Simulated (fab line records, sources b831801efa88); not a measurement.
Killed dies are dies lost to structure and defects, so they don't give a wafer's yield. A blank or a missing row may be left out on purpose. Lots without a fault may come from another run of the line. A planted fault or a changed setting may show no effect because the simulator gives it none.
Split-lot experiment | flow gf180mcu | 5 lots, 23 wafers read, on a route of 602 steps

THE SPLIT
At GF_V1_PEB_12 (peb time 90 s), the setting peb_temp_c was moved away from the recipe's 135 C on 8 of the 23 wafers read, by -2.2% to +2.6%. The other wafers ran this setting at the recipe's value.

FROM THE SPLIT TO THE READING: what the file shows between them, 1 step
- GF_V1_DEVELOP_13: develop time 60 s

THE READING
cd_nm, in nm, at GF_V1_CD_MEAS_14 (target cd 260 nm). Fault-free wafers of this fab line usually give 259.9 nm, standard deviation 1.8 nm.

wafer  | tool, chamber at the split | peb_temp_c as run, C | against the recipe | cd_nm, nm | against lot-mates on the recipe
L076.2 | litho_track-02, 0          | 135                  | recipe             | 259.4     | -
L076.3 | litho_track-02, 0          | 133.6                | -1.0%              | 255.3     | -4.5
L076.4 | litho_track-02, 0          | 135                  | recipe             | 260.3     | -
L076.5 | litho_track-02, 0          | 135                  | recipe             | 259.8     | -
L076.6 | litho_track-02, 0          | 133.6                | -1.0%              | 255.7     | -4.1
L079.2 | litho_track-02, 0          | 135                  | recipe             | 256.2     | -
L079.3 | litho_track-02, 0          | 135                  | recipe             | 256.3     | -
L079.6 | litho_track-02, 0          | 135                  | recipe             | 258.6     | -
L082.2 | litho_track-03, 0          | 132                  | -2.2%              | 252.7     | -9.4
L082.3 | litho_track-03, 0          | 135                  | recipe             | 262.8     | -
L082.4 | litho_track-03, 0          | 132                  | -2.2%              | 253.1     | -9.0
L082.5 | litho_track-03, 0          | 135                  | recipe             | 261.4     | -
L082.6 | litho_track-03, 0          | 135                  | recipe             | 262.1     | -
L083.1 | litho_track-03, 0          | 137.2                | +1.6%              | 266.6     | +6.3
L083.3 | litho_track-03, 0          | 135                  | recipe             | 261.6     | -
L083.4 | litho_track-03, 0          | 135                  | recipe             | 259.8     | -
L083.5 | litho_track-03, 0          | 137.2                | +1.6%              | 265.7     | +5.4
L083.6 | litho_track-03, 0          | 135                  | recipe             | 259.6     | -
L084.1 | litho_track-03, 0          | 135                  | recipe             | 258.0     | -
L084.3 | litho_track-03, 0          | 138.5                | +2.6%              | 266.8     | +8.1
L084.4 | litho_track-03, 0          | 135                  | recipe             | 259.3     | -
L084.5 | litho_track-03, 0          | 138.5                | +2.6%              | 266.8     | +8.1
L084.6 | litho_track-03, 0          | 135                  | recipe             | 258.8     | -

THE FIT
A straight line over all 23 wafers: cd_nm changes by +3.15 nm for each +1% of peb_temp_c; r = +0.91; the points scatter about the line by 1.7 nm.
The same after taking each lot's own level away (the mean of its wafers on the recipe; 23 wafers): +3.62 nm for each +1%; r = +0.98; scatter 0.81 nm.
On that fit, the largest move of peb_temp_c shifts the reading by 9.4 nm.
The lots' own levels span 257.03 to 262.10 nm, that is 2.8 times the standard deviation above.
So the lot-to-lot level changes the slope: the two fits differ.
Check: with one of the wafers moved furthest among these (+2.6%) left out of the fit, the line predicts +9.44 nm for it against its lot-mates. It came out at +8.1 nm against them.

OTHER SPLITS ON THESE WAFERS
These wafers also went through other splits before the reading. Each is held against what the fit with the lots' levels taken away leaves over:
other split on the same wafers  | wafers away from the commonest value | r with cd_nm (lot level and that fit taken away)
GF_V1_CMP_04 leave_above_ref_nm | 7                                    | +0.00

THE WHOLE CHAIN: every reading that the file lists as answering this split, in the file's order
step             | what it does         | reading                                                   | change (the file's fit)              | r (the file's)
GF_V1_CD_MEAS_14 | target cd 260 nm     | cd_nm                                                     | +3.59 nm for each +1% of the setting | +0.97
GF_V1_ETCH_16    | etches BARC in N2/H2 | V1.cd_nm (the simulator's own value, which no gauge read) | +3.47 nm for each +1% of the setting | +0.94

THE FILE'S OWN FIT
cd_nm changes by +3.59 nm for each +1% of peb_temp_c, r = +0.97.
